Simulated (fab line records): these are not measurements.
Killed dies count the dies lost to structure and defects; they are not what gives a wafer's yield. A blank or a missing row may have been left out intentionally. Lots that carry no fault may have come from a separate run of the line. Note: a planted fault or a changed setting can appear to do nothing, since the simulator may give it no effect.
Problem report, 8D (eight disciplines) form, completed by code | flow sky130 | the parts of the form that need people (team, actions taken, sign-off) are left out

1. THE PROBLEM
Across 6 wafers from 2 lots, GATE_OXIDE_TW at SKY_GATE_OXIDE_TW_MEAS_14 averages 324.5, while fault-free wafers read 226.1 with a standard deviation of 1.3. Measured from the usual mean, that is +76 standard deviations.
Seen first at day 20 21:19 on film metro-04, wafer L898.1. The record holds 36 wafers of 12 lots with a number at this step. By rule, "out" or "out of limits" means more than 4 standard deviations away from the usual mean. Any other wafer with a number is counted as sound.

2. WHAT IT IS, WHAT IT ISN'T
question                    | is                           | is not
which readings at this step | GATE_OXIDE_TW                | -
which lots                  | L898, L901                   | L879, L880, L883, L885, L886, L887, L889, L890, L891, L892
which wafers of those lots  | all that have a number       | -
read on which gauges        | film metro-02, film metro-04 | film metro-03
when                        | from day 20 21:19            | up to then (30 sound wafers)

3. THE SUSPECTS, EACH WITH WHAT RULES IT OUT
Counting: a tool stays on the suspect list if, at a process step up to the reading, it processed all lots that are out and no sound lot following the first of them.
- the gauge at SKY_GATE_OXIDE_TW_MEAS_14 has been ruled out. The wafers that are out were read on 2 gauges (film metro-02, film metro-04).
- implanter-04 at SKY_GATE_OXIDE_IMPLANT_11: kept. It ran every lot that is out, first L898 (day 20 20:57), and no sound lot after that; its last sound lot up to then is L891 (day 18 03:15). Its own dose ions cm2, faraday current uA readings are out on those wafers.
The count leaves implanter-04 at SKY_GATE_OXIDE_IMPLANT_11.

4. THE CAUSE (what the simulator had put in)
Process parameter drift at SKY_GATE_OXIDE_IMPLANT_11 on implanter-04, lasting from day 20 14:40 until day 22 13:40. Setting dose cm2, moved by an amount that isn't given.
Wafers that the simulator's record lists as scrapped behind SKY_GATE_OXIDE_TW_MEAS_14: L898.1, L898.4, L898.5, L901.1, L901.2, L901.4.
Only this tool survived the counting.

5. THE CHAIN OF EFFECTS, in route order
Each row: a reading where the mean over the struck wafers with a number is more than 3 standard deviations away from the usual. Only readings whose record carries a usual standard deviation are examined. hours: median over the lots of the time between each lot's start at the first step of this table that gives one and its start at this step. sigmas: the change, counted in usual standard deviations.
hours | step                      | reading            | usual      | on struck wafers | change      | sigmas
0     | SKY_GATE_OXIDE_IMPLANT_11 | dose ions cm2      | 2.5997e+12 | 8.9062e+12       | +6.3066e+12 | +99 or more
0     | SKY_GATE_OXIDE_IMPLANT_11 | faraday current uA | 14.67      | 50.00            | +35.33      | +99 or more
0     | SKY_GATE_OXIDE_TW_MEAS_14 | GATE_OXIDE_TW      | 226.1      | 324.5            | +98.4       | +76
The process steps in it:
- SKY_GATE_OXIDE_IMPLANT_11

6. WHAT WOULD HAVE CAUGHT IT SOONER
The first out-of-limits reading at a measuring or inspecting step in this record came at day 20 21:19, 7 hours after the fault's start at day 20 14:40.
Tool's own readings at SKY_GATE_OXIDE_IMPLANT_11, dose ions cm2, faraday current uA: out on all struck wafers the step has rows for; an alarm limit on them would have tripped on the first.
L901, from the lots that are out (2), started SKY_GATE_OXIDE_IMPLANT_11 on implanter-04 later than day 20 21:19. It would have been spared by a hold on the tool at that moment.
